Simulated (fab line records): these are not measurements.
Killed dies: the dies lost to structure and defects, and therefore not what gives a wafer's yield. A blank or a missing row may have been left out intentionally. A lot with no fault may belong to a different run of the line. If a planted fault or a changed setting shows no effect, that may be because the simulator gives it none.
Which tool is to blame?	flow sky130	11 lots, 30 wafers sampled, at 5 steps of a route of 708

== WHAT EACH GAUGE READ, for each wafer ==
SKY_LOCAL_INTERCONNECT_RS_MEAS_01: the measuring method here is four-point-probe.
lot	measured	on	LOCAL_INTERCONNECT_TIN_RS (ohm/sq)
L353	day 30 23:24	filmMetro-03	14.19 14.17 14.29
L356	day 32 07:13	filmMetro-02	14.28 14.21 14.20
L355	day 32 07:49	filmMetro-02	14.38 14.32 14.20
L357	day 33 04:31	filmMetro-01	14.30 14.10 13.97
L360	day 33 06:37	filmMetro-03	14.02 14.16 13.87
L359	day 33 10:27	filmMetro-02	14.10 14.25 14.03
L361	day 33 11:28	filmMetro-03	13.98 14.22 14.07
L362	day 34 09:33	filmMetro-02	14.28 14.17 14.44
L368	day 35 10:25	filmMetro-02	14.34 14.39
L372	day 36 12:04	filmMetro-03	14.40 14.39
L371	day 36 13:46	filmMetro-01	14.04 14.18

SKY_PASSIVATION_THK_MEAS_03.
lot	measured	on	PASSIVATION_CVD_02_THK (nm)
L353	day 45 10:01	filmMetro-02	528 545 542
L356	day 46 10:48	filmMetro-01	531 538 553
L355	day 46 13:00	filmMetro-01	543 524 547
L357	day 46 23:45	filmMetro-02	528 551 537
L360	day 47 01:19	filmMetro-02	530 530 541
L359	day 47 06:50	filmMetro-01	535 525 540
L361	day 47 08:22	filmMetro-02	530 540 540
L362	day 47 22:11	filmMetro-04	529 533 535
L368	day 48 17:06	filmMetro-02	518 403
L372	day 49 10:55	filmMetro-01	411 416
L371	day 49 11:44	filmMetro-01	533 417

== WHICH TOOL RAN EACH LOT (tool, then ch and the chambers of the sampled wafers, then the start) ==
lot	SKY_CONTACT_ETCH_16	SKY_METAL1_SPUTTER_01	SKY_PASSIVATION_CVD_02
L353	rieDiel-03 ch 0,1,2, day 33 09:25	pvdSputter-04, day 33 10:49	pecvd-01 ch 2, day 45 09:40
L356	rieDiel-01 ch 0,1, day 34 15:41	pvdSputter-03, day 34 17:20	pecvd-03 ch 1,2, day 46 10:35
L355	rieDiel-01 ch 0,3, day 34 16:18	pvdSputter-01, day 34 17:42	pecvd-02 ch 0,2, day 46 12:46
L357	rieDiel-03 ch 0,2,3, day 35 10:23	pvdSputter-04, day 35 11:48	pecvd-03 ch 0,1, day 46 23:30
L360	rieDiel-01 ch 1,2, day 35 14:09	pvdSputter-01, day 35 15:33	pecvd-03 ch 0,1, day 47 01:05
L359	rieDiel-01 ch 0,2,3, day 35 18:05	pvdSputter-03, day 35 19:28	pecvd-02 ch 1,2, day 47 06:37
L361	rieDiel-03 ch 1,3, day 35 19:13	pvdSputter-03, day 35 20:37	pecvd-01 ch 1,2, day 47 08:08
L362	rieDiel-01 ch 0,3, day 36 16:10	pvdSputter-01, day 36 17:38	pecvd-02 ch 1,2, day 47 21:57
L368	rieDiel-02 ch 2,3, day 37 17:28	pvdSputter-04, day 37 18:58	pecvd-02 ch 2, day 48 16:52
L372	rieDiel-02 ch 3, day 38 17:22	pvdSputter-04, day 38 18:46	pecvd-02 ch 0,2, day 49 10:46
L371	rieDiel-01 ch 1,3, day 38 19:43	pvdSputter-01, day 38 21:10	pecvd-02 ch 0, day 49 11:30
- SKY_CONTACT_ETCH_16: etches BARC in N2/H2, stops on SiO2, time 45.9 s, target depth 60 nm.
- SKY_METAL1_SPUTTER_01: material TiN, target thk 20 nm, time 16.7 s.
- SKY_PASSIVATION_CVD_02: deposits Si3N4, target thk 540 nm.

== AS READ BY THE TOOLS THEMSELVES (means over the sampled wafers that have a number; for cases with no such wafer, the mark the record gives instead) ==
SKY_CONTACT_ETCH_16.
lot	tool	biasW (W)	chamberPressureMTorr (mTorr)	drypumpMotorCurrentA (A)	oesProductAu (a.u.)	throttleValvePct (%)
L353	rieDiel-03	99.77	29.992	5.5	0.848	13.222
L356	rieDiel-01	99.99	30.000	6.2	0.856	13.233
L355	rieDiel-01	100.07	30.005	5.9	0.853	13.230
L357	rieDiel-03	99.72	30.021	5.6	0.849	13.222
L360	rieDiel-01	99.93	29.970	6.1	0.859	13.219
L359	rieDiel-01	99.84	30.013	5.9	0.854	13.222
L361	rieDiel-03	99.84	29.965	6.0	0.851	13.224
L362	rieDiel-01	99.81	30.003	5.4	0.850	13.224
L368	rieDiel-02	100.11	30.016	5.2	0.853	13.232
L372	rieDiel-02	100.11	30.002	5.2	0.851	13.223
L371	rieDiel-01	99.99	29.996	5.1	0.855	13.227

SKY_METAL1_SPUTTER_01.
lot	tool	throttleValvePct (%)
L353	pvdSputter-04	30.0
L356	pvdSputter-03	30.1
L355	pvdSputter-01	29.2
L357	pvdSputter-04	29.7
L360	pvdSputter-01	29.2
L359	pvdSputter-03	30.7
L361	pvdSputter-03	29.0
L362	pvdSputter-01	29.0
L368	pvdSputter-04	29.9
L372	pvdSputter-04	30.6
L371	pvdSputter-01	29.1

SKY_PASSIVATION_CVD_02.
lot	tool	heaterPowerW (W)
L353	pecvd-01	769
L356	pecvd-03	712
L355	pecvd-02	651
L357	pecvd-03	649
L360	pecvd-03	666
L359	pecvd-02	781
L361	pecvd-01	794
L362	pecvd-02	752
L368	pecvd-02	645
L372	pecvd-02	595
L371	pecvd-02	648

== THE ANSWER, worked out from the rows above alone ==
Rule: usual is defined by the lots themselves. Put in order of their means at a reading, lots are off if they are a third of the lots or fewer, leave a main group of 4 or more, and stand apart from it by a gap of 3 or more times the standard deviation of the main group's means; of several such gaps the widest counts. If all means in a main group match to the digits the tables above print for the reading, that group is not used. Also off: a lot with no number at a reading for which 4 or more lots have one. All remaining lots with rows at the step are treated as sound. The gauges are gone through in route order, then the tools' own readings, and for those a lot's mean is taken as printed above. At the first step where some lot is off, the reading lying furthest off is the one used; lots without a number count as furthest.
Off: L368, L372, L371, at SKY_PASSIVATION_THK_MEAS_03 (PASSIVATION_CVD_02_THK). The main group has a mean of 536 nm with a standard deviation of 2.8.
If a tool, at a process step before that reading, ran all the lots that are off and no sound lot after the first of them, it fits. Those tools and the gauges at SKY_PASSIVATION_THK_MEAS_03 are tried in the same way. One candidate fits, namely pecvd-02 at SKY_PASSIVATION_CVD_02. A fault onset in the window from L362 (day 47 21:57, its last sound lot) to L368 (day 48 16:52, its first lot off) fits.

== WHAT THE SIMULATOR HAD INSERTED ==
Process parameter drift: pecvd-02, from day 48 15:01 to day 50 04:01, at SKY_PASSIVATION_CVD_02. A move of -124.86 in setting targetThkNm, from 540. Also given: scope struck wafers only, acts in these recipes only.
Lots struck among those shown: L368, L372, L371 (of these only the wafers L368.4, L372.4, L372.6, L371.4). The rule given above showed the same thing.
